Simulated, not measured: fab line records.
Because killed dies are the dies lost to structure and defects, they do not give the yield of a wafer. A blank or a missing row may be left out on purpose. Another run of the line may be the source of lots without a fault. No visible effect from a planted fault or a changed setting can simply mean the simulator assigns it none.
Comparing a struck lot with a sound one :: flow sky130 :: 16 out of 708 route steps
Sound: these wafers, L269.4, L269.5, L269.6. Wafers struck: L272.1, L272.4, L272.5. The cause is given at the end.
Each step with rows lists, per side, the tool, then ch with its chambers, then its first start. Under that, the readings that differ: sound wafers :: struck wafers :: difference of the means :: sigmas: that difference in standard deviations of wafers without a fault.
alike: a reading whose means differ by less than 2 such deviations, as well as words and numbers matching on both sides. not compared: withheld readings; readings where some wafer has no value; bounds like >300 that might hide an equal value; numbers whose values overlap and for which the record gives no deviation.
The two part at a step that has a row with sigmas, a row that says differs or no value, or rows on one side only. When numbers do not overlap yet have no deviation, they are printed without sigmas and do not part them. A reading that every wafer of one side lacks parts them only if that side has two wafers or more.

first, 4 steps without rows for these wafers: SKY_FIELD_ISO_WET_ETCH_29 (etches Si3N4 in H3PO4, target depth 160 nm, time 1825 s); SKY_FIELD_ISO_WET_ETCH_30 (etches SiO2 in dHF, target depth 25 nm, time 50 s); SKY_NWELL_CLEAN_00 (cleans in SC1/SC2, time 150 s); SKY_NWELL_OXIDATION_01 (stabilise 600 s, purge 300 s, target thk 10 nm).
SKY_NWELL_THK_MEAS_02:
  sound on film-metro-04 at day 2 23:32; struck on film-metro-03 at day 3 15:56
reading: NWELL_OXIDATION_THK (nm)
sound: 9.52 9.91 9.61
struck: 10.08 10.14 10.22
difference: +0.47
sigmas: +3
then, 7 steps without rows for these wafers: SKY_DNWELL_DEHYDRATE_00 (time 60 s); SKY_DNWELL_HMDS_01 (prime time 60 s); SKY_DNWELL_COAT_02 (resist thk 3000 nm); SKY_DNWELL_SOFTBAKE_03; SKY_DNWELL_EXPOSE_04 (exposes mask DNM, target cd 3000 nm); SKY_DNWELL_PEB_05; SKY_DNWELL_DEVELOP_06 (develop time 60 s).
SKY_DNWELL_IMPLANT_07:
  sound on implanter-03 ch 0, day 3 16:05; struck on implanter-01 ch 0, day 4 08:20
  not compared: implant-ion-amu
SKY_DNWELL_STRIP_08: strips in O2/N2.
  sound on plasma-asher-03 ch 0,1, day 3 16:11; struck on plasma-asher-01 ch 0,1, day 4 08:29
  alike: chamber-pressure-mTorr, drypump-motor-current-A, o2-flow-sccm, oes-product-au, strip-time-to-endpoint-s
  not compared: rf-hours-counter-h
SKY_DNWELL_TW_MEAS_09:
  sound on film-metro-02 at day 3 16:17; struck on film-metro-04 at day 4 08:35
reading: DNWELL_TW
sound: 1110 1105 1116
struck: 372 371 369
difference: -740
sigmas: -44
then, 1 step without rows for these wafers: SKY_PWDE_DEHYDRATE_00 (time 60 s).

## WHERE THEY PART
Earliest at SKY_NWELL_THK_MEAS_02; latest, in this record, at SKY_DNWELL_TW_MEAS_09.

WHY: the cause the simulator had injected
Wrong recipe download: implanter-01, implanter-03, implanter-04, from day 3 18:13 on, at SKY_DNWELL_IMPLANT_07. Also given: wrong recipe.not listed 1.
